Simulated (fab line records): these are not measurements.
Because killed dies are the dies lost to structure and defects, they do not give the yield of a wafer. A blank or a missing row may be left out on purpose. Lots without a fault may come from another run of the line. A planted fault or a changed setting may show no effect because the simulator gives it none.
Which tool was responsible? / flow sky130 / 10 lots (30 wafers sampled), 1 step of a 708-step route

## WHAT THE GAUGES SHOWED, per wafer
SKY_CAP2M_OVL_MEAS_12.
lot=L520; measured=day 41 08:14; on=overlay-02; CAP2M_OVL (nm)=0.1 1.1 2.7
lot=L521; measured=day 41 08:45; on=overlay-02; CAP2M_OVL (nm)=-0.2 -0.3 -0.8
lot=L523; measured=day 42 08:02; on=overlay-01; CAP2M_OVL (nm)=-0.1 1.0 -1.6
lot=L524; measured=day 42 12:39; on=overlay-01; CAP2M_OVL (nm)=-2.3 -2.0 -0.4
lot=L525; measured=day 43 00:52; on=overlay-02; CAP2M_OVL (nm)=0.6 0.2 -0.4
lot=L526; measured=day 43 05:58; on=overlay-02; CAP2M_OVL (nm)=2.5 2.3 1.5
lot=L528; measured=day 43 12:51; on=overlay-01; CAP2M_OVL (nm)=-1.4 -0.3 0.3
lot=L531; measured=day 44 10:59; on=overlay-02; CAP2M_OVL (nm)=-0.9 1.4 1.0
lot=L532; measured=day 44 15:21; on=overlay-01; CAP2M_OVL (nm)=1.1 1.1 0.4
lot=L536; measured=day 45 17:26; on=overlay-01; CAP2M_OVL (nm)=3.4 3.4 3.8

## WHAT TOOL EACH LOT RAN ON (gives the tool, then ch and the chambers of the sampled wafers, and finally the start)
There is no process step in the record ahead of these readings.

## THE ANSWER, worked out from the rows above alone
Rule: what is usual is taken from the lots themselves. The widest of any qualifying gaps counts: lots, ordered by their means at a reading, are off when they make up no more than a third of the lots, leave a main group of 4 or more, and stand apart from it by 3 or more times the standard deviation of that group's means. If all means in a main group match to the digits the tables above print for the reading, that group is not used. Also off: a lot with no number at a reading for which 4 or more lots have one. Where the step has rows for the other lots, those lots are counted as sound.
No lot is off at any reading shown: from this, nothing can be told.

## WHAT THE SIMULATOR HAD PUT IN
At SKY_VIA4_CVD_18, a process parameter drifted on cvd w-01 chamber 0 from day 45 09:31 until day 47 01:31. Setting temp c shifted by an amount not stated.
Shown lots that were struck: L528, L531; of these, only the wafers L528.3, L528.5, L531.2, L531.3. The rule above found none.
